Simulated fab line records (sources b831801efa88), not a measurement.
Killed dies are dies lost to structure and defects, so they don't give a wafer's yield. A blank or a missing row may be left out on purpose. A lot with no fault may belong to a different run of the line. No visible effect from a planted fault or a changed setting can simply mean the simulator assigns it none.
Struck lot and sound lot, side by side :: flow gf180mcu :: 11 out of 602 route steps
Sound: these wafers, L556.2, L556.4, L556.5. Struck: wafers L547.1, L547.4, L547.5. The cause is given at the end.
For every step that has rows: the tool of each side, followed by ch and its chambers, followed by its first start. Under that, the readings that differ: sound wafers :: struck wafers :: difference of the means :: sigmas: that difference in standard deviations of wafers without a fault.
alike: readings with means less than 2 such deviations apart, plus words and numbers identical on both sides. not compared: withheld readings, readings lacking a value on some wafer, bounds such as >300 that could conceal the same value, and numbers that have no deviation in the record and whose values overlap.
Wherever a step has rows on one side only, a row that says differs or no value, or a row with sigmas, the two part there. Numbers that don't overlap but have no deviation are shown without sigmas and don't part them. Lack of a reading on every wafer of one side parts them only where that side has two or more wafers.

GF_STI_BOW_MEAS_00:
  sound: film-metro-03 at day 3 22:01; struck: film-metro-01 at day 2 01:00
  alike: INCOMING_BOW
then, 1 step without rows for these wafers: GF_STI_OXIDATION_01 (stabilise 600 s, purge 300 s, target thk 10 nm).
GF_STI_THK_MEAS_02:
  sound: film-metro-03 at day 3 23:31; struck: film-metro-04 at day 2 04:00
  alike: STI_OXIDATION_THK
then, 1 step without rows for these wafers: GF_STI_CVD_03 (deposits Si3N4 from DCS/NH3, target thk 207.16 nm, time 3551 s).
GF_STI_THK_MEAS_04:
  sound: film-metro-03 at day 4 01:34; struck: film-metro-01 at day 2 06:35
  alike: STI_CVD_03_THK
then, 4 steps without rows for these wafers: GF_STI_DEHYDRATE_05 (time 60 s); GF_STI_HMDS_06 (prime time 60 s); GF_STI_COAT_07 (resist thk 700 nm); GF_STI_SOFTBAKE_08 (time 60 s).
GF_STI_EXPOSE_09: exposes mask COMP, target cd 220 nm.
  sound on krf-scanner-02 ch 0, day 4 07:58; struck on krf-scanner-02, day 2 12:30
  no value came back on the struck wafers for exposure-dose-mJ-cm2, focus-offset-nm (nm), na, stage-vel-mm-s (mm/s); on the sound wafers exposure-dose-mJ-cm2 reads 28.59 28.59 28.55
  alike: mask
then, 1 step without rows for these wafers: GF_STI_PEB_10 (peb time 90 s).

## WHERE THEY PART
Only at GF_STI_EXPOSE_09, within this record.

WHY: what had been put in by the simulator
Step skipped in full: krf-scanner-02, at GF_STI_EXPOSE_09, from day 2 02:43 onward. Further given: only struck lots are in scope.
